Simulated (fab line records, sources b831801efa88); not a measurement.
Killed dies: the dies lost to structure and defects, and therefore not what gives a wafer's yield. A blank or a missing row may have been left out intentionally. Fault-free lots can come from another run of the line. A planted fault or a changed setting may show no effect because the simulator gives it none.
What tool caused it? | flow gf180mcu | 14 lots with 42 wafers sampled at 4 steps, on a route of 602 steps

== WHAT THE GAUGES SHOWED, per wafer ==
GF_V3_RS_MEAS_24: the measuring method here is four-point-probe. Usual: V3_W_RS 0.329 ohm/sq, standard deviation 0.0051.
lot  | measured     | on            | V3_W_RS (ohm/sq)  | flag
L450 | day 22 11:02 | film metro-02 | 0.323 0.322 0.325 |
L451 | day 22 13:04 | film metro-03 | 0.325 0.337 0.325 |
L453 | day 23 17:22 | film metro-03 | 0.319 0.328 0.318 |
L456 | day 24 20:20 | film metro-03 | 0.327 0.337 0.334 |
L457 | day 25 10:05 | film metro-02 | 0.326 0.325 0.322 |
L458 | day 25 08:32 | film metro-03 | 0.330 0.335 0.332 |
L460 | day 26 03:20 | film metro-04 | 0.331 0.335 0.332 |
L461 | day 26 10:41 | film metro-04 | 0.329 0.327 0.329 |
L463 | day 26 23:01 | film metro-03 | 0.331 0.322 0.327 |
L465 | day 27 10:37 | film metro-03 | 0.334 0.322 0.327 |
L466 | day 27 17:37 | film metro-03 | 0.325 0.333 0.330 |
L469 | day 28 14:46 | film metro-03 | 0.331 0.333 0.336 |
L470 | day 28 18:46 | film metro-03 | 0.328 0.324 0.333 |
L472 | day 29 08:46 | film metro-02 | 0.317 0.324 0.322 |

== EACH LOT AND THE TOOL THAT RAN IT (in order: tool; ch and the chambers of the sampled wafers; start) ==
lot  | GF_HV_LDD_CLEAN_51              | GF_M1_SPUTTER_00             | GF_V3_SPUTTER_22
L450 | wet bench-02 ch 0, day 12 09:53 | pvd sputter-04, day 16 03:16 | pvd sputter-04, day 22 10:53
L451 | wet bench-02 ch 2, day 12 14:23 | pvd sputter-01, day 16 07:08 | pvd sputter-03, day 22 12:55
L453 | wet bench-03 ch 3, day 13 12:11 | pvd sputter-02, day 17 10:19 | pvd sputter-03, day 23 17:13
L456 | wet bench-04 ch 3, day 14 14:56 | pvd sputter-02, day 18 15:29 | pvd sputter-02, day 24 20:11
L457 | wet bench-02 ch 1, day 15 02:14 | pvd sputter-04, day 19 04:14 | pvd sputter-02, day 25 09:56
L458 | wet bench-04 ch 1, day 15 02:32 | pvd sputter-02, day 19 04:46 | pvd sputter-02, day 25 08:20
L460 | wet bench-03 ch 0, day 15 20:35 | pvd sputter-04, day 20 02:18 | pvd sputter-03, day 26 03:10
L461 | wet bench-02 ch 3, day 16 07:35 | pvd sputter-04, day 20 12:11 | pvd sputter-03, day 26 10:31
L463 | wet bench-04 ch 3, day 16 21:59 | pvd sputter-04, day 21 04:20 | pvd sputter-02, day 26 22:52
L465 | wet bench-02 ch 1, day 17 11:50 | pvd sputter-02, day 21 17:23 | pvd sputter-02, day 27 10:28
L466 | wet bench-02 ch 2, day 17 18:44 | pvd sputter-04, day 22 00:44 | pvd sputter-02, day 27 17:28
L469 | wet bench-04 ch 2, day 18 19:38 | pvd sputter-04, day 23 01:49 | pvd sputter-03, day 28 14:35
L470 | wet bench-02 ch 2, day 19 01:20 | pvd sputter-02, day 23 06:56 | pvd sputter-03, day 28 18:37
L472 | wet bench-04 ch 3, day 19 15:53 | pvd sputter-04, day 23 21:57 | pvd sputter-02, day 29 08:37
- GF_HV_LDD_CLEAN_51: cleans in SC1/SC2, time 150 s.
- GF_M1_SPUTTER_00: material Ti, target thk 37.5 nm, time 150 s.
- GF_V3_SPUTTER_22: material TiN, target thk 10 nm, time 40 s.

== AS READ BY THE TOOLS THEMSELVES (means over the sampled wafers that have a number; for cases with no such wafer, the mark the record gives instead) ==
GF_HV_LDD_CLEAN_51. Usual: run length s 179 s, standard deviation 3.5.
lot  | tool         | run length s (s) | flag
L450 | wet bench-02 | 176              |
L451 | wet bench-02 | 175              |
L453 | wet bench-03 | 176              |
L456 | wet bench-04 | 182              |
L457 | wet bench-02 | 184              |
L458 | wet bench-04 | 183              |
L460 | wet bench-03 | 178              |
L461 | wet bench-02 | 175              |
L463 | wet bench-04 | 175              |
L465 | wet bench-02 | 177              |
L466 | wet bench-02 | 176              |
L469 | wet bench-04 | 85               | OFF
L470 | wet bench-02 | 176              |
L472 | wet bench-04 | 77               | OFF

GF_M1_SPUTTER_00. Usual: cathode dc power W 3999.9 W, standard deviation 0.77; throttle valve pct 30.2 %, standard deviation 1.2.
lot  | tool           | cathode dc power W (W) | throttle valve pct (%) | flag
L450 | pvd sputter-04 | 3999.1                 | 30.4                   |
L451 | pvd sputter-01 | 3999.5                 | 29.3                   |
L453 | pvd sputter-02 | 3999.7                 | 31.4                   |
L456 | pvd sputter-02 | 3999.6                 | 31.5                   |
L457 | pvd sputter-04 | 3999.4                 | 30.4                   |
L458 | pvd sputter-02 | 4000.2                 | 30.5                   |
L460 | pvd sputter-04 | 3999.4                 | 30.4                   |
L461 | pvd sputter-04 | 4000.0                 | 30.6                   |
L463 | pvd sputter-04 | 3999.5                 | 30.2                   |
L465 | pvd sputter-02 | 3999.6                 | 30.7                   |
L466 | pvd sputter-04 | 3999.7                 | 29.3                   |
L469 | pvd sputter-04 | 4000.0                 | 31.3                   |
L470 | pvd sputter-02 | 3999.5                 | 31.6                   |
L472 | pvd sputter-04 | 4000.2                 | 30.3                   |

GF_V3_SPUTTER_22. Usual: cathode dc power W 4000.0 W, standard deviation 0.77; throttle valve pct 30.4 %, standard deviation 0.95.
lot  | tool           | cathode dc power W (W) | throttle valve pct (%) | flag
L450 | pvd sputter-04 | 4000.0                 | 30.3                   |
L451 | pvd sputter-03 | 4000.3                 | 30.5                   |
L453 | pvd sputter-03 | 4000.0                 | 29.8                   |
L456 | pvd sputter-02 | 4000.6                 | 31.2                   |
L457 | pvd sputter-02 | 3999.5                 | 30.4                   |
L458 | pvd sputter-02 | 3999.6                 | 30.6                   |
L460 | pvd sputter-03 | 3999.9                 | 30.5                   |
L461 | pvd sputter-03 | 3999.4                 | 30.0                   |
L463 | pvd sputter-02 | 4000.3                 | 30.8                   |
L465 | pvd sputter-02 | 4001.0                 | 31.0                   |
L466 | pvd sputter-02 | 3999.7                 | 30.6                   |
L469 | pvd sputter-03 | 4000.3                 | 30.3                   |
L470 | pvd sputter-03 | 4000.4                 | 30.1                   |
L472 | pvd sputter-02 | 3999.7                 | 30.6                   |

== THE ANSWER, worked out from the rows above alone ==
Rule: a lot is off if the mean of its wafers that have a number lies more than 3 standard deviations from the usual mean. Also off: a lot with no number at a reading for which 4 or more lots have one. Where the step has rows for the other lots, those lots are counted as sound. First the gauges in route order, then the tools' own readings, where a lot's mean is used as printed above. At the first step where some lot is off, the reading lying furthest off is the one used; lots without a number count as furthest.
Off: L469, L472, at GF_HV_LDD_CLEAN_51 (run length s).
If a tool, at that step or one of the process steps before it, ran each lot that is off and ran no sound lot following the first of them, it fits. One fits: GF_HV_LDD_CLEAN_51 on wet bench-04. A fault onset in the window from L463 (day 16 21:59, its last sound lot) to L469 (day 18 19:38, its first lot off) fits.
On the lots that are off, the tool's own readings at GF_HV_LDD_CLEAN_51 differ by more than 5 times the standard deviation of the sound lots' means, which bears it out; run length s reads 81 s there versus 178 s on the sound lots.

== WHAT THE SIMULATOR HAD INSERTED ==
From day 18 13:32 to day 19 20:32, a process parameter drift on wet bench-04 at GF_HV_LDD_CLEAN_51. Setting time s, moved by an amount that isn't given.
Lots struck among those shown: L469, L472. The same result came from the rule above.
